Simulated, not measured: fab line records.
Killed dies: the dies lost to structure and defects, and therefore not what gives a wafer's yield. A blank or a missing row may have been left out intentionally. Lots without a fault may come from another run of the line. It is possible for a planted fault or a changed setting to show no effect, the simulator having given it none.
Comparing a struck lot with a sound one	flow gf180mcu	14 out of 602 route steps
Sound: wafers L488.1, L488.2, L488.6. Wafers struck: L501.2, L501.3, L501.5. At the end, the cause is stated.
For every step that has rows: the tool of each side, followed by ch and its chambers, followed by its first start. Under that, the readings that differ: sound wafers	struck wafers	difference of the means	sigmas: that difference in standard deviations of wafers without a fault.
alike: readings whose means differ by less than 2 such deviations, and words and numbers that are the same on both sides. not compared: withheld readings, readings that some wafer has no value for, bounds like >300 that may hide the same value, and numbers for which the record gives no deviation and whose values overlap.
Wherever a step has rows on one side only, a row that says differs or no value, or a row with sigmas, the two part there. Numbers that have no deviation but don't overlap get no sigmas and don't part them. A reading that every wafer of one side lacks parts them only if that side has two wafers or more.

first, 4 steps without rows for these wafers: GF_V5_SOFTBAKE_10 (time 60 s); GF_V5_EXPOSE_11 (exposes mask Via5, target cd 260 nm); GF_V5_PEB_12 (peb time 90 s); GF_V5_DEVELOP_13 (develop time 60 s).
GF_V5_CD_MEAS_14 targets a cd of 260 nm.
  sound: cd_sem-02 at day 29 23:47; struck: cd_sem-02 at day 33 06:26
  alike: cd_nm
GF_V5_OVL_MEAS_15:
  sound: overlay-01 at day 29 23:55; struck: overlay-02 at day 33 06:32
  alike: V5_OVL
GF_V5_ETCH_16: etches BARC in N2/H2.
  sound on rie_diel-04 ch 0,1,2, day 29 23:57; struck on rie_diel-02 ch 1,2, day 33 06:34
  alike: drypump_motor_current_A, h2_flow_sccm, oes_product_au, throttle_valve_pct
GF_V5_ETCH_17: etches SiO2 in C4F8/O2/Ar, stops on TiN, target depth 855 nm.
  sound on rie_diel-04 ch 0,1,2; struck on rie_diel-02 ch 1,2
  alike: oes_product_au
GF_V5_STRIP_18: strips in O2/N2.
  sound on plasma_asher-03 ch 0,1, day 30 00:06; struck on plasma_asher-03 ch 0, day 33 06:43
  alike: drypump_motor_current_A, heater_power_w, oes_product_au
  not compared: rf_hours_counter_h
then, 2 steps without rows for these wafers: GF_V5_STRIP_19 (strips in post etch residue remover, time 1200 s); GF_V5_CLEAN_20 (cleans in DIW).
GF_V5_SPUTTER_21: material Ti, target thk 15 nm, time 80.02 s.
  sound: pvd_sputter-02 at day 30 00:38; struck: pvd_sputter-04 at day 33 07:16
  alike: cathode_dc_power_W, chamber_pressure_pa, throttle_valve_pct
GF_V5_SPUTTER_22: material TiN, target thk 10 nm, time 40 s.
  sound: pvd_sputter-02 at day 30 00:41; struck: pvd_sputter-04 at day 33 07:19
  no value came back on the struck wafers for cathode_dc_power_W (W), chamber_pressure_pa (Pa), throttle_valve_pct (%); on the sound wafers cathode_dc_power_W (W) reads 3999.1 4000.3 3999.1
GF_V5_CVD_23: deposits W, target thk 350 nm, time 104.9 s.
  sound on cvd_w-02 ch 0,1, day 30 00:44; struck on cvd_w-01 ch 0,1, day 33 07:22
  alike: heater_power_w

== WHERE THEY PART ==
Within this record, at GF_V5_SPUTTER_22 only. Later steps at which nothing parts them and some readings are alike: GF_V5_CVD_23.

WHY: whatever the simulator had introduced
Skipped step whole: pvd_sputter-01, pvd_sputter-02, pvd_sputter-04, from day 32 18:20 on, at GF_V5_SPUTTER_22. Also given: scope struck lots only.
